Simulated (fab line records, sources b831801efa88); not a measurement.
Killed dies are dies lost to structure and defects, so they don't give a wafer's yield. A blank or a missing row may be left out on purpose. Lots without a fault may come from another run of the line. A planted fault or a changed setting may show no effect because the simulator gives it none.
A struck lot beside a sound one | flow sky130 | 22 steps out of a route of 708
Sound: wafers L136.1, L136.3, L136.4. Struck: wafer L146.2. (L146.1, L146.5 of the same lot were not struck and are left out.) The cause comes at the end.
At each step with rows: each side's tool, then ch and its chambers, then its first start. Under that, the readings that differ: sound wafers | struck wafers | difference of the means | sigmas: that difference in standard deviations of wafers without a fault.
alike: readings whose means differ by less than 2 such deviations, and words and numbers that are the same on both sides. not compared: withheld readings, readings that some wafer has no value for, bounds like >300 that may hide the same value, and numbers for which the record gives no deviation and whose values overlap.
The two part at a step that has a row with sigmas, a row that says differs or no value, or rows on one side only. Numbers that don't overlap but have no deviation are shown without sigmas and don't part them. A reading that every wafer of one side lacks parts them only if that side has two wafers or more.

first, 4 steps without rows for these wafers: SKY_NWELL_SOFTBAKE_06; SKY_NWELL_EXPOSE_07 (exposes mask NWM, target cd 840 nm); SKY_NWELL_PEB_08; SKY_NWELL_DEVELOP_09 (develop time 60 s).
SKY_NWELL_OVL_MEAS_10:
  sound on overlay-02, day 6 12:16; struck on overlay-01, day 8 12:49
  reading           | sound         | struck | difference | sigmas
  NWELL_00_OVL (nm) | 0.0 -2.4 -0.1 | 3.0    | +3.8       | +3
then, 3 steps without rows for these wafers: SKY_NWELL_IMPLANT_11; SKY_NWELL_IMPLANT_12; SKY_NWELL_IMPLANT_13.
SKY_NWELL_STRIP_14: strips in O2/N2.
  sound on plasma_asher-01 ch 0,1, day 6 12:46; struck on plasma_asher-01 ch 1, day 8 13:18
  alike: drypump_motor_current_A, oes_product_au, strip_time_to_endpoint_s
  not compared: rf_hours_counter_h
SKY_NWELL_TW_MEAS_15:
  sound on film_metro-04, day 6 12:52; struck on film_metro-04, day 8 13:24
  alike: NWELL_TW
then, 2 steps without rows for these wafers: SKY_NWELL_DEHYDRATE_16 (time 60 s); SKY_NWELL_HMDS_17 (prime time 60 s).
SKY_NWELL_COAT_18: resist thk 3000 nm.
  sound on litho_track-03 ch 0, day 6 22:04; struck on litho_track-03 ch 0, day 8 23:52
  reading                                 | sound          | struck | difference | sigmas
  model.coat_of_NWELL_COAT_18.thk_nm (nm) | 3003 3004 3005 | 1131   | -1873      |
then, 3 steps without rows for these wafers: SKY_NWELL_SOFTBAKE_19; SKY_NWELL_EXPOSE_20 (exposes mask NWM COMPLEMENT, target cd 840 nm); SKY_NWELL_PEB_21.
SKY_NWELL_DEVELOP_22: develop time 60 s.
  sound on litho_track-03 ch 0; struck on litho_track-03 ch 0
  reading                                 | sound          | struck | difference | sigmas
  model.coat_of_NWELL_COAT_18.thk_nm (nm) | 2999 2999 3001 | 1127   | -1873      |
  alike: developer_temp_C
SKY_NWELL_OVL_MEAS_23:
  sound on overlay-01, day 7 08:28; struck on overlay-01, day 9 10:52
  alike: NWELL_01_OVL
then, 1 step without rows for these wafers: SKY_NWELL_IMPLANT_24.
SKY_NWELL_STRIP_25: strips in O2/N2.
  sound on plasma_asher-04 ch 0,1, day 7 08:40; struck on plasma_asher-01 ch 1, day 9 11:04
  reading                      | sound             | struck | difference | sigmas
  strip_time_to_endpoint_s (s) | 36.96 36.95 36.98 | 15.04  | -21.92     | -99 or more
  alike: drypump_motor_current_A, oes_product_au
  not compared: rf_hours_counter_h
SKY_NWELL_TW_MEAS_26:
  sound on film_metro-02, day 7 08:46; struck on film_metro-02, day 9 11:10
  alike: NWELL_2_TW
-- the record jumps here: 40 days lie between the struck wafers' starts before and after (it left off in module NWELL and takes up again in module PAD_OPEN, whose first step shown is number 708 of the route) --
SKY_PAD_OPEN_PROBE_99:
  sound on prober-01, day 47 20:51; struck on prober-01, day 49 22:19
  reading                                 | sound                         | struck    | difference | sigmas
  model.etest.nfet_16v.r_on_ohm_um        | 1.377e+04 1.372e+04 1.382e+04 | 1.535e+04 | +1.580e+03 |
  model.etest.pfet_16v.r_on_ohm_um        | 1.513e+04 1.537e+04 1.52e+04  | 1.441e+04 | -8.233e+02 |
  model.etest.res_iso_pwell.width_nm (nm) | 2658 2650 2644                | 2810      | +159       |
  model.etest.res_nwell.line_ohm_um       | 1199 1220 1208                | 1192      | -17        |
  model.etest.res_nwell.width_nm (nm)     | 835.9 834.1 842.9             | 776.5     | -61.1      |
  model.etest.pfet_16v.drive_ua_um        | 247.2 246.4 243.1             | 264.4     | +18.8      |
  model.etest.nfet_16v.drive_ua_um        | 226.3 230.7 225.6             | 207.2     | -20.3      |
  alike: killed_at_M0_to_M3, killed_at_M4_up, killed_at_contacts, killed_at_front_end, killed_at_other, killed_dies, killed_open, killed_short

WHERE THEY PART
First at SKY_NWELL_OVL_MEAS_10; last, within this record, at SKY_NWELL_STRIP_25. Later steps at which nothing parts them and some readings are alike: SKY_NWELL_TW_MEAS_26, SKY_PAD_OPEN_PROBE_99.

WHY: what the simulator had put in
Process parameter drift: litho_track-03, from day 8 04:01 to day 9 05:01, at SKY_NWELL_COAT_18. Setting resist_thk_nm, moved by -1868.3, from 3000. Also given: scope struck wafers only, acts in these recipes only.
